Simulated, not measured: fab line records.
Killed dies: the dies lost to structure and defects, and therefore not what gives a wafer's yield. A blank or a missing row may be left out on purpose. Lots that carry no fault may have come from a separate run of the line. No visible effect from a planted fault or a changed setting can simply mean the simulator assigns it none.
Comparing a struck lot with a sound one / flow sky130 / 18 steps out of a route of 708
Sound: the wafers L639.2, L639.5, L639.6. The struck wafers were L627.1, L627.5, L627.6. The cause comes at the end.
Per side, at each step with rows, come the tool, then ch with its chambers, and then its first start. Under that, the readings that differ: sound wafers / struck wafers / difference of the means / sigmas: that difference in standard deviations of wafers without a fault.
alike: words and numbers the same on both sides, and readings whose means are apart by under 2 such deviations; not compared: readings that were withheld, readings missing a value for some wafer, numbers with overlapping values and no deviation given by the record, and bounds like >300 which may hide the same value.
Wherever a step has rows on one side only, a row that says differs or no value, or a row with sigmas, the two part there. Numbers that don't overlap but have no deviation are shown without sigmas and don't part them. A reading missing from all wafers of one side parts the sides only when that side holds two or more wafers.

first, 5 steps without rows for these wafers: SKY_VIA4_COAT_06 (resist thk 1140 nm); SKY_VIA4_SOFTBAKE_07 (time 60 s); SKY_VIA4_EXPOSE_08 (exposes mask VIM4, target cd 800 nm); SKY_VIA4_PEB_09; SKY_VIA4_DEVELOP_10 (develop time 60 s).
SKY_VIA4_OVL_MEAS_11:
  sound: overlay-01 at day 47 15:55; struck: overlay-01 at day 44 17:07
  alike: VIA4_OVL
SKY_VIA4_ETCH_12: etches SiO2 in C4F8/O2/Ar, stops on TiN, target depth 580 nm.
  sound on rieDiel-02 ch 0,2,3, day 47 15:56; struck on rieDiel-01 ch 1,3, day 44 17:10
  alike: oesProductAu
SKY_VIA4_STRIP_13: strips in O2/N2.
  sound on plasmaAsher-03 ch 0,1, day 47 16:01; struck on plasmaAsher-01 ch 0,1, day 44 17:14
  alike: drypumpMotorCurrentA, oesProductAu, stripTimeToEndpointS
  not compared: rfHoursCounterH
then, 3 steps without rows for these wafers: SKY_VIA4_STRIP_14 (strips in post etch residue remover, time 1200 s); SKY_VIA4_CLEAN_15 (cleans in IPA, time 180 s); SKY_VIA4_CLEAN_16 (cleans in O3/DIW).
SKY_VIA4_SPUTTER_17: material TiN, target thk 20 nm, time 80 s.
  sound: pvdSputter-02 at day 47 16:36; struck: pvdSputter-04 at day 44 18:15
  alike: throttleValvePct
SKY_VIA4_CVD_18: deposits W, target thk 505 nm, time 152.14 s.
  sound on cvdW-01 ch 0,1, day 47 16:40; struck on cvdW-01 ch 0,1, day 44 18:19
reading=susceptorTempC (C); sound=400.52 400.03 399.66; struck=420.77 420.85 421.00; difference=+20.80; sigmas=+95
reading=model.W_of_VIA4_CVD_18.thkNm (nm); sound=504.7 510.4 504.1; struck=724.4 721.2 723.5; difference=+216.6; sigmas=
  alike: heaterPowerW
  not compared: sinceWetCleanH
SKY_VIA4_RS_MEAS_19: the measuring method here is four-point-probe.
  sound: filmMetro-01 at day 47 16:50; struck: filmMetro-03 at day 44 18:28
reading=VIA4_W_RS (ohm/sq); sound=0.2268 0.2245 0.2268; struck=0.1570 0.1582 0.1577; difference=-0.0684; sigmas=-33
SKY_VIA4_THK_MEAS_20: measures by xrf.
  sound: filmMetro-01 at day 47 16:56; struck: filmMetro-03 at day 44 18:35
reading=VIA4_W_THK (nm); sound=513 519 509; struck=758 755 752; difference=+241; sigmas=+43
SKY_VIA4_CMP_21: polishes, stops on SiO2, t overpolish 25 s, target thk 0 nm.
  sound on cmp-01 ch 2,3, day 47 16:59; struck on cmp-01 ch 0,2,3, day 44 18:45
reading=timeToEndpointS (s); sound=125 123 121; struck=169 172 175; difference=+49; sigmas=+12
  alike: motorCurrentA
SKY_METAL5_SPUTTER_00: material Ti, target thk 15 nm, time 10 s.
  sound: pvdSputter-03 at day 47 17:17; struck: pvdSputter-01 at day 44 18:57
  alike: throttleValvePct
-- the record jumps here: 3 days lie between the struck wafers' starts before and after (it left off in module METAL5 and takes up again in module PAD_OPEN, whose first step shown is number 708 of the route) --
SKY_PAD_OPEN_PROBE_99:
  rows exist in the record for the struck wafers here (prober-02, day 47 11:46), but not for the sound ones

== WHERE THEY PART ==
First at SKY_VIA4_CVD_18; last, within this record, at SKY_PAD_OPEN_PROBE_99.

WHY: what the simulator had put in
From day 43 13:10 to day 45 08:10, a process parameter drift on cvdW-01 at SKY_VIA4_CVD_18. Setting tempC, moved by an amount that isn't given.
